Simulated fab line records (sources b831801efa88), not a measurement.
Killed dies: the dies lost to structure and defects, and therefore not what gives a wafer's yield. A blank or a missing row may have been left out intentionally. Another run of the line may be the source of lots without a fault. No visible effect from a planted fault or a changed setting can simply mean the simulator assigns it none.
What tool caused it? | flow sky130 | 72 wafers from 24 lots sampled at 6 of the route's 708 steps

## WHAT THE GAUGES SHOWED, per wafer
SKY_CAPM_OVL_MEAS_12. Usual: for CAPM_OVL the level is 0.2 nm and the standard deviation is 1.1.
lot  | measured     | on         | CAPM_OVL (nm)  | flag
L075 | day 37 09:19 | overlay-01 | 0.1 0.7 0.0    |
L074 | day 37 10:19 | overlay-01 | 1.1 0.8 0.0    |
L076 | day 37 18:56 | overlay-01 | 0.5 -0.2 -0.5  |
L077 | day 38 00:25 | overlay-02 | -0.5 -2.6 -1.9 |
L078 | day 38 05:25 | overlay-01 | 2.7 -0.4 1.2   |
L079 | day 38 16:40 | overlay-02 | -0.4 0.8 1.3   |
L080 | day 38 22:56 | overlay-02 | -1.3 -0.3 -1.1 |
L081 | day 39 21:16 | overlay-02 | 0.3 1.4 0.3    |
L082 | day 40 01:17 | overlay-01 | -0.9 0.5 -2.1  |
L083 | day 40 02:01 | overlay-02 | 1.7 1.1 0.4    |
L084 | day 40 11:43 | overlay-02 | 0.3 2.9 0.7    |
L085 | day 40 14:23 | overlay-01 | 0.0 -0.6 -0.1  |
L087 | day 41 14:59 | overlay-02 | -0.1 -1.7 1.7  |
L086 | day 41 17:34 | overlay-01 | -0.4 0.4 -1.2  |
L088 | day 41 19:23 | overlay-01 | -0.3 -1.3 -1.4 |
L089 | day 42 05:37 | overlay-01 | -0.2 0.9 0.7   |
L092 | day 42 08:13 | overlay-02 | -0.4 0.2 -1.7  |
L090 | day 42 09:49 | overlay-01 | 0.4 -1.3 1.4   |
L091 | day 42 12:02 | overlay-01 | 1.1 1.1 0.6    |
L093 | day 42 14:58 | overlay-01 | -0.8 -0.1 0.4  |
L094 | day 42 21:07 | overlay-02 | 2.8 -0.7 0.8   |
L095 | day 43 04:37 | overlay-01 | 0.3 0.9 0.4    |
L096 | day 43 13:25 | overlay-02 | -0.7 -0.6 -0.2 |
L097 | day 43 21:14 | overlay-02 | 0.3 0.4 1.2    |

SKY_CAP2M_THK_MEAS_04: measures by xrf. Usual: for CAP2M_TIN_THK the level is 194.9 nm and the standard deviation is 2.8.
lot  | measured     | on            | CAP2M_TIN_THK (nm) | flag
L075 | day 39 15:19 | film metro-03 | 195.7 195.9 195.7  |
L074 | day 39 16:45 | film metro-02 | 195.9 195.8 194.2  |
L076 | day 40 00:57 | film metro-02 | 193.1 192.0 191.2  |
L077 | day 40 05:34 | film metro-03 | 193.4 194.0 196.4  |
L078 | day 40 12:16 | film metro-01 | 197.7 196.4 195.7  |
L079 | day 40 22:14 | film metro-01 | 198.2 193.7 196.2  |
L080 | day 41 04:05 | film metro-02 | 190.2 193.6 191.1  |
L081 | day 42 01:52 | film metro-01 | 196.0 196.2 194.6  |
L082 | day 42 04:25 | film metro-02 | 190.4 189.0 190.8  |
L083 | day 42 05:43 | film metro-02 | 193.8 194.1 194.7  |
L084 | day 42 14:41 | film metro-03 | 196.4 197.1 196.3  |
L085 | day 42 16:58 | film metro-02 | 193.7 194.8 190.6  |
L087 | day 43 17:31 | film metro-02 | 195.3 195.9 194.9  |
L086 | day 43 18:42 | film metro-02 | 196.7 197.7 197.1  |
L088 | day 43 20:58 | film metro-01 | 192.4 193.8 193.5  |
L089 | day 44 08:06 | film metro-02 | 190.0 191.1 193.3  |
L092 | day 44 10:13 | film metro-03 | 196.3 195.9 196.7  |
L090 | day 44 12:49 | film metro-01 | 197.8 198.6 199.4  |
L091 | day 44 13:52 | film metro-03 | 195.5 195.8 194.6  |
L093 | day 44 16:49 | film metro-02 | 195.8 191.3 193.5  |
L094 | day 44 21:24 | film metro-02 | 192.6 192.5 193.5  |
L095 | day 45 06:08 | film metro-01 | 195.9 194.1 191.6  |
L096 | day 45 13:50 | film metro-01 | 197.0 196.5 196.0  |
L097 | day 45 21:31 | film metro-03 | 203.6 201.8 202.7  |

SKY_PASSIVATION_THK_MEAS_03. Usual: for PASSIVATION_CVD_02_THK the level is 537 nm and the standard deviation is 7.3.
lot  | measured     | on            | PASSIVATION_CVD_02_THK (nm) | flag
L075 | day 43 17:11 | film metro-01 | 531 536 533                 |
L074 | day 43 19:08 | film metro-02 | 527 532 527                 |
L076 | day 44 02:58 | film metro-04 | 532 551 540                 |
L077 | day 44 06:25 | film metro-02 | 541 548 539                 |
L078 | day 44 12:57 | film metro-04 | 538 540 546                 |
L079 | day 44 22:27 | film metro-01 | 532 519 542                 |
L080 | day 45 03:36 | film metro-04 | 530 546 537                 |
L081 | day 46 00:26 | film metro-04 | 518 527 531                 |
L082 | day 46 02:16 | film metro-02 | 528 534 539                 |
L083 | day 46 03:25 | film metro-01 | 534 532 545                 |
L084 | day 46 11:08 | film metro-02 | 529 539 543                 |
L085 | day 46 13:10 | film metro-04 | 532 552 555                 |
L087 | day 47 09:20 | film metro-02 | 540 544 551                 |
L086 | day 47 11:06 | film metro-02 | 539 543 544                 |
L088 | day 47 12:31 | film metro-01 | 525 542 539                 |
L089 | day 47 23:40 | film metro-01 | 529 536 540                 |
L092 | day 48 01:33 | film metro-01 | 537 545 539                 |
L090 | day 48 02:43 | film metro-04 | 529 532 536                 |
L091 | day 48 04:14 | film metro-01 | 540 545 539                 |
L093 | day 48 05:27 | film metro-04 | 530 531 545                 |
L094 | day 48 09:42 | film metro-01 | 539 542 544                 |
L095 | day 48 17:18 | film metro-01 | 536 524 533                 |
L096 | day 49 00:15 | film metro-01 | 532 537 548                 |
L097 | day 49 05:46 | film metro-04 | 539 542 540                 |

## WHAT TOOL EACH LOT RAN ON (gives the tool, then ch and the chambers of the sampled wafers, and finally the start)
lot  | SKY_CAP2M_CVD_00                | SKY_VIA4_CMP_02               | SKY_METAL5_SPUTTER_00
L075 | pecvd-03 ch 1,2, day 39 15:00   | cmp-01 ch 0,1,2, day 41 17:01 | pvd sputter-01, day 42 16:56
L074 | pecvd-04 ch 0,1,2, day 39 16:26 | cmp-02 ch 0,1, day 41 19:19   | pvd sputter-03, day 42 18:45
L076 | pecvd-02 ch 0,1, day 40 00:37   | cmp-02 ch 1,2, day 42 02:28   | pvd sputter-01, day 43 02:31
L077 | pecvd-03 ch 0,1, day 40 05:14   | cmp-02 ch 1,2, day 42 06:04   | pvd sputter-03, day 43 06:03
L078 | pecvd-02 ch 0,1,2, day 40 11:57 | cmp-01 ch 0,1,2, day 42 12:37 | pvd sputter-03, day 43 12:40
L079 | pecvd-04 ch 0,1, day 40 21:55   | cmp-01 ch 0,2,3, day 42 22:04 | pvd sputter-01, day 43 22:56
L080 | pecvd-02 ch 0,2, day 41 03:46   | cmp-02 ch 1,2, day 43 03:08   | pvd sputter-03, day 44 03:59
L081 | pecvd-03 ch 0, day 42 01:32     | cmp-01 ch 0,1,3, day 44 02:08 | pvd sputter-01, day 45 01:49
L082 | pecvd-02 ch 0,2, day 42 04:05   | cmp-02 ch 0,3, day 44 03:53   | pvd sputter-02, day 45 03:52
L083 | pecvd-04 ch 0,1,2, day 42 05:23 | cmp-01 ch 0,1,3, day 44 05:26 | pvd sputter-03, day 45 04:50
L084 | pecvd-04 ch 1,2, day 42 14:23   | cmp-01 ch 2,3, day 44 14:30   | pvd sputter-03, day 45 13:19
L085 | pecvd-03 ch 0,1,2, day 42 16:38 | cmp-01 ch 0,1,2, day 44 17:04 | pvd sputter-03, day 45 15:37
L087 | pecvd-02 ch 1,2, day 43 17:11   | cmp-01 ch 0,1, day 45 15:13   | pvd sputter-01, day 46 12:50
L086 | pecvd-03 ch 0,1, day 43 18:23   | cmp-01 ch 0,1,2, day 45 16:42 | pvd sputter-03, day 46 14:26
L088 | pecvd-02 ch 0,2, day 43 20:38   | cmp-01 ch 1,2, day 45 18:17   | pvd sputter-01, day 46 15:46
L089 | pecvd-02 ch 1,2, day 44 07:47   | cmp-02 ch 0,1, day 46 05:23   | pvd sputter-02, day 47 02:30
L092 | pecvd-04 ch 0,2, day 44 09:53   | cmp-02 ch 0,1,3, day 46 06:53 | pvd sputter-02, day 47 04:01
L090 | pecvd-02 ch 1,2, day 44 12:30   | cmp-02 ch 0,1, day 46 08:28   | pvd sputter-03, day 47 06:01
L091 | pecvd-02 ch 0,2, day 44 13:32   | cmp-01 ch 0,1,2, day 46 10:27 | pvd sputter-01, day 47 07:50
L093 | pecvd-03 ch 0,2, day 44 16:31   | cmp-01 ch 1,2,3, day 46 12:15 | pvd sputter-01, day 47 09:13
L094 | pecvd-04 ch 0,1, day 44 21:05   | cmp-01 ch 2,3, day 46 16:40   | pvd sputter-02, day 47 13:21
L095 | pecvd-03 ch 0,1,2, day 45 05:50 | cmp-01 ch 0,1,2, day 47 01:06 | pvd sputter-01, day 47 21:51
L096 | pecvd-03 ch 0,2, day 45 13:31   | cmp-01 ch 0,2,3, day 47 08:17 | pvd sputter-03, day 48 04:35
L097 | pecvd-04 ch 0,1, day 45 21:13   | cmp-01 ch 0,1, day 47 13:59   | pvd sputter-03, day 48 10:14
- SKY_CAP2M_CVD_00: deposits SiO2, target thk 15.5 nm.
- SKY_VIA4_CMP_02: polishes SiO2.
- SKY_METAL5_SPUTTER_00: material Ti, target thk 15 nm, time 10 s.

## WHAT THE TOOLS THEMSELVES READ (means of the sampled wafers that have a number; where no wafer has one, the mark that the record gives instead)
SKY_CAP2M_CVD_00. Usual: 646 W for heater power w, sd 82.
lot  | tool     | heater power w (W) | flag
L075 | pecvd-03 | 676                |
L074 | pecvd-04 | 587                |
L076 | pecvd-02 | 707                |
L077 | pecvd-03 | 631                |
L078 | pecvd-02 | 728                |
L079 | pecvd-04 | 566                |
L080 | pecvd-02 | 680                |
L081 | pecvd-03 | 507                |
L082 | pecvd-02 | 748                |
L083 | pecvd-04 | 569                |
L084 | pecvd-04 | 577                |
L085 | pecvd-03 | 609                |
L087 | pecvd-02 | 712                |
L086 | pecvd-03 | 608                |
L088 | pecvd-02 | 732                |
L089 | pecvd-02 | 761                |
L092 | pecvd-04 | 647                |
L090 | pecvd-02 | 623                |
L091 | pecvd-02 | 726                |
L093 | pecvd-03 | 626                |
L094 | pecvd-04 | 614                |
L095 | pecvd-03 | 642                |
L096 | pecvd-03 | 575                |
L097 | pecvd-04 | 600                |

SKY_VIA4_CMP_02. Usual: motor current A 12.7 A, standard deviation 1; platen rpm 60.00 rpm, standard deviation 0.039; retaining ring pressure frac 1.000, standard deviation 0.0046.
lot  | tool   | motor current A (A) | platen rpm (rpm) | retaining ring pressure frac | flag
L075 | cmp-01 | 13.3                | 59.94            | 0.999                        |
L074 | cmp-02 | 10.9                | 60.02            | 1.005                        |
L076 | cmp-02 | 11.3                | 60.02            | 1.003                        |
L077 | cmp-02 | 11.5                | 60.00            | 1.000                        |
L078 | cmp-01 | 13.4                | 59.97            | 1.001                        |
L079 | cmp-01 | 12.9                | 59.98            | 0.997                        |
L080 | cmp-02 | 11.6                | 60.00            | 1.004                        |
L081 | cmp-01 | 13.0                | 59.97            | 1.002                        |
L082 | cmp-02 | 12.0                | 60.01            | 0.995                        |
L083 | cmp-01 | 13.5                | 59.96            | 1.002                        |
L084 | cmp-01 | 12.4                | 59.99            | 1.001                        |
L085 | cmp-01 | 13.5                | 60.02            | 0.998                        |
L087 | cmp-01 | 13.7                | 60.03            | 0.999                        |
L086 | cmp-01 | 13.5                | 59.99            | 1.002                        |
L088 | cmp-01 | 13.4                | 60.01            | 1.002                        |
L089 | cmp-02 | 11.3                | 60.00            | 0.998                        |
L092 | cmp-02 | 11.9                | 59.98            | 0.997                        |
L090 | cmp-02 | 11.0                | 60.01            | 1.005                        |
L091 | cmp-01 | 13.3                | 60.00            | 0.997                        |
L093 | cmp-01 | 13.2                | 60.05            | 0.996                        |
L094 | cmp-01 | 12.5                | 60.02            | 0.996                        |
L095 | cmp-01 | 13.1                | 59.98            | 1.002                        |
L096 | cmp-01 | 12.8                | 60.03            | 1.002                        |
L097 | cmp-01 | 14.3                | 60.00            | 1.000                        |

SKY_METAL5_SPUTTER_00. Usual: 30.4 % for throttle valve pct, sd 1.5.
lot  | tool           | throttle valve pct (%) | flag
L075 | pvd sputter-01 | 31.0                   |
L074 | pvd sputter-03 | 30.6                   |
L076 | pvd sputter-01 | 31.4                   |
L077 | pvd sputter-03 | 29.0                   |
L078 | pvd sputter-03 | 30.7                   |
L079 | pvd sputter-01 | 32.1                   |
L080 | pvd sputter-03 | 30.5                   |
L081 | pvd sputter-01 | 31.0                   |
L082 | pvd sputter-02 | 30.2                   |
L083 | pvd sputter-03 | 30.0                   |
L084 | pvd sputter-03 | 31.5                   |
L085 | pvd sputter-03 | 28.5                   |
L087 | pvd sputter-01 | 30.1                   |
L086 | pvd sputter-03 | 31.1                   |
L088 | pvd sputter-01 | 31.8                   |
L089 | pvd sputter-02 | 29.1                   |
L092 | pvd sputter-02 | 30.1                   |
L090 | pvd sputter-03 | 29.8                   |
L091 | pvd sputter-01 | 30.3                   |
L093 | pvd sputter-01 | 31.7                   |
L094 | pvd sputter-02 | 30.3                   |
L095 | pvd sputter-01 | 31.4                   |
L096 | pvd sputter-03 | 30.1                   |
L097 | pvd sputter-03 | 30.5                   |

## THE ANSWER, worked out from the rows above alone
Rule: a lot is off if the mean of its wafers that have a number lies more than 3 standard deviations from the usual mean. Also off: a lot with no number at a reading for which 4 or more lots have one. The other lots that the step has rows for count as sound. First the gauges in route order, then the tools' own readings, where a lot's mean is used as printed above. At the first step where some lot is off, the reading lying furthest off is the one used; lots without a number count as furthest.
No lot is off on any of the readings shown, so nothing can be concluded from this.

## WHAT WAS PUT IN BY THE SIMULATOR
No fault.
